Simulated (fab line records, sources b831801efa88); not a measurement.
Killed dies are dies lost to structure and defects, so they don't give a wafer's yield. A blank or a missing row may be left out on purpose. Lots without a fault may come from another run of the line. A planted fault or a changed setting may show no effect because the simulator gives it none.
Which tool did it? | flow gf180mcu | 12 lots, 35 wafers sampled, at 3 steps of a route of 602

WHAT THE GAUGES READ, wafer by wafer
GF_V5_THK_MEAS_25: measures by xrf. Usual: V5_W_THK 359 nm, standard deviation 6.8.
lot  | measured     | on            | V5_W_THK (nm) | flag
L595 | day 27 06:47 | film_metro-02 | 351 357       |
L596 | day 27 15:31 | film_metro-04 | 351 348 353   |
L597 | day 28 00:18 | film_metro-02 | 361 366 363   |
L600 | day 28 19:14 | film_metro-04 | 364 360 355   |
L601 | day 29 06:44 | film_metro-04 | 365 355 363   |
L604 | day 30 02:13 | film_metro-04 | 373 359 365   |
L605 | day 30 11:03 | film_metro-02 | 373 370 360   |
L606 | day 30 19:37 | film_metro-04 | 364 348 366   |
L613 | day 32 09:20 | film_metro-04 | 349 359 349   |
L614 | day 32 15:32 | film_metro-01 | 365 360 361   |
L616 | day 33 02:15 | film_metro-01 | 360 351 361   |
L618 | day 33 13:54 | film_metro-02 | 371 374 356   |

GF_PASSIVATION_THK_MEAS_03. Usual: PASSIVATION_CVD_02_THK 704 nm, standard deviation 9.4.
lot  | measured     | on            | PASSIVATION_CVD_02_THK (nm) | flag
L595 | day 28 04:11 | film_metro-03 | 703 704                     |
L596 | day 28 13:14 | film_metro-03 | 713 698 712                 |
L597 | day 28 21:38 | film_metro-01 | 701 717 709                 |
L600 | day 29 16:20 | film_metro-03 | 705 711 712                 |
L601 | day 30 03:43 | film_metro-02 | 695 705 696                 |
L604 | day 30 21:55 | film_metro-02 | 690 690 706                 |
L605 | day 31 06:50 | film_metro-01 | 693 700 704                 |
L606 | day 31 15:01 | film_metro-03 | 709 710 720                 |
L613 | day 33 03:07 | film_metro-03 | 686 704 699                 |
L614 | day 33 09:04 | film_metro-01 | 694 702 710                 |
L616 | day 33 19:17 | film_metro-01 | 694 706 720                 |
L618 | day 34 07:17 | film_metro-03 | 709 701 722                 |

WHICH TOOL RAN EACH LOT (tool, then ch and the chambers of the sampled wafers, then the start)
lot  | GF_TOP_METAL_SPUTTER_01
L595 | pvd_sputter-01, day 27 07:15
L596 | pvd_sputter-01, day 27 15:58
L597 | pvd_sputter-01, day 28 00:44
L600 | pvd_sputter-01, day 28 19:42
L601 | pvd_sputter-01, day 29 07:11
L604 | pvd_sputter-03, day 30 02:40
L605 | pvd_sputter-04, day 30 11:30
L606 | pvd_sputter-01, day 30 20:04
L613 | pvd_sputter-01, day 32 09:47
L614 | pvd_sputter-04, day 32 15:59
L616 | pvd_sputter-04, day 33 02:44
L618 | pvd_sputter-03, day 33 14:23
- GF_TOP_METAL_SPUTTER_01: material TiN, target thk 30 nm, time 25 s.

WHAT THE TOOLS THEMSELVES READ (means of the sampled wafers that have a number; where no wafer has one, the mark that the record gives instead)
GF_TOP_METAL_SPUTTER_01. Usual: throttle_valve_pct 30.0 %, standard deviation 1.4.
lot  | tool           | throttle_valve_pct (%) | flag
L595 | pvd_sputter-01 | 29.4                   |
L596 | pvd_sputter-01 | 29.0                   |
L597 | pvd_sputter-01 | 29.3                   |
L600 | pvd_sputter-01 | 30.2                   |
L601 | pvd_sputter-01 | 29.3                   |
L604 | pvd_sputter-03 | 29.7                   |
L605 | pvd_sputter-04 | 30.6                   |
L606 | pvd_sputter-01 | 29.8                   |
L613 | pvd_sputter-01 | 29.7                   |
L614 | pvd_sputter-04 | 31.2                   |
L616 | pvd_sputter-04 | 31.0                   |
L618 | pvd_sputter-03 | 30.7                   |

THE ANSWER, worked out from the rows above alone
Rule: a lot is off if the mean of its wafers that have a number lies more than 3 standard deviations from the usual mean. A lot without any number at a reading at which 4 lots or more have one is off too. The other lots that the step has rows for count as sound. The gauges are gone through in route order, then the tools' own readings, and for those a lot's mean is taken as printed above. The first step at which some lot is off is used, and at that step the reading that is off furthest; a lot without a number counts as furthest.
No lot is off at any reading shown: from this, nothing can be told.

WHAT THE SIMULATOR HAD PUT IN
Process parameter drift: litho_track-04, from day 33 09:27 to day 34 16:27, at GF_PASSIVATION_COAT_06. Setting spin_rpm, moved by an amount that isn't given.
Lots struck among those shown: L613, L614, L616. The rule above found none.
